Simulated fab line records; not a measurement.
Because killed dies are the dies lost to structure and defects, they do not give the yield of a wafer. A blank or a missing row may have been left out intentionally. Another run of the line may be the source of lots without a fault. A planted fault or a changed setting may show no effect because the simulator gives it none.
8D (eight disciplines) problem report, filled in by code ; flow gf180mcu ; the parts of the form that need people (team, actions taken, sign-off) are left out

## 1. THE ISSUE
At GF_HV_LDD_IMPLANT_21, beam energy keV averages 24.393 over 6 wafers from 2 lots, while fault-free wafers read 25.000, standard deviation 0.0073. That is -83 standard deviations from the usual mean.
First seen on wafer L767.2, day 15 16:04, on implanter-02. The record holds 18 wafers of 6 lots with a number at this step. Rule for "out", or "out of limits": more than 4 standard deviations from the usual mean. Any other wafer with a number is counted as sound.

## 2. WHAT IT IS AND WHAT IT IS NOT
question;is;is not
which readings at this step;beam energy keV;-
which lots;L767, L768;L751, L764, L771, L773
which wafers of those lots;all that have a number;-
read on which tools;implanter-02;implanter-01, implanter-03
when;from day 15 16:04;"up to then (6 sound wafers); but 6 sound wafers of L771, L773 came after"

## 3. THE SUSPECTS, EACH WITH WHAT RULES IT OUT
Counting: a tool stays on the suspect list if, at a process step up to the reading, it processed all lots that are out and no sound lot following the first of them.
- plasma asher-02 at GF_HV_LDD_STRIP_10 (strips in O2/N2): kept. All lots that are out passed through it, beginning with L767 at day 14 18:50, and no sound lot followed; its final sound lot before that point was L764 at day 14 00:20.
- implanter-02 at GF_HV_LDD_IMPLANT_21: kept. All lots that are out passed through it, beginning with L767 at day 15 16:04, and no sound lot followed; its final sound lot before that point was L764 at day 14 21:33. On those wafers its own readings are out: beam energy keV.
After counting, plasma asher-02 at GF_HV_LDD_STRIP_10 and implanter-02 at GF_HV_LDD_IMPLANT_21 remain.

## 4. THE CAUSE (what the simulator had put in)
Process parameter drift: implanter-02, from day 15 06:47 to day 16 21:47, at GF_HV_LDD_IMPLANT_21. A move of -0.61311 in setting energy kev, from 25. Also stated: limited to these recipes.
After counting, 2 suspects remain, this tool included.

## 5. THE EFFECT CHAIN, in route order
One row per reading whose mean, taken over the struck wafers that have a number, lies over 3 standard deviations from the usual. Only readings for which the record gives a usual standard deviation are gone through. hours: the time from each lot's start at the first step in this table that gives one to its start at this step, as a median over the lots. sigmas: the change in usual standard deviations.
hours;step;reading;usual;on struck wafers;change;sigmas
0;GF_HV_LDD_IMPLANT_21;beam energy keV;25.000;24.393;-0.607;-83
Its process steps:
- GF_HV_LDD_IMPLANT_21

## 6. WHAT WOULD HAVE CAUGHT IT SOONER
First out-of-limits reading in this record: day 15 16:04, which is 9 hours after fault onset at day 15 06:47.
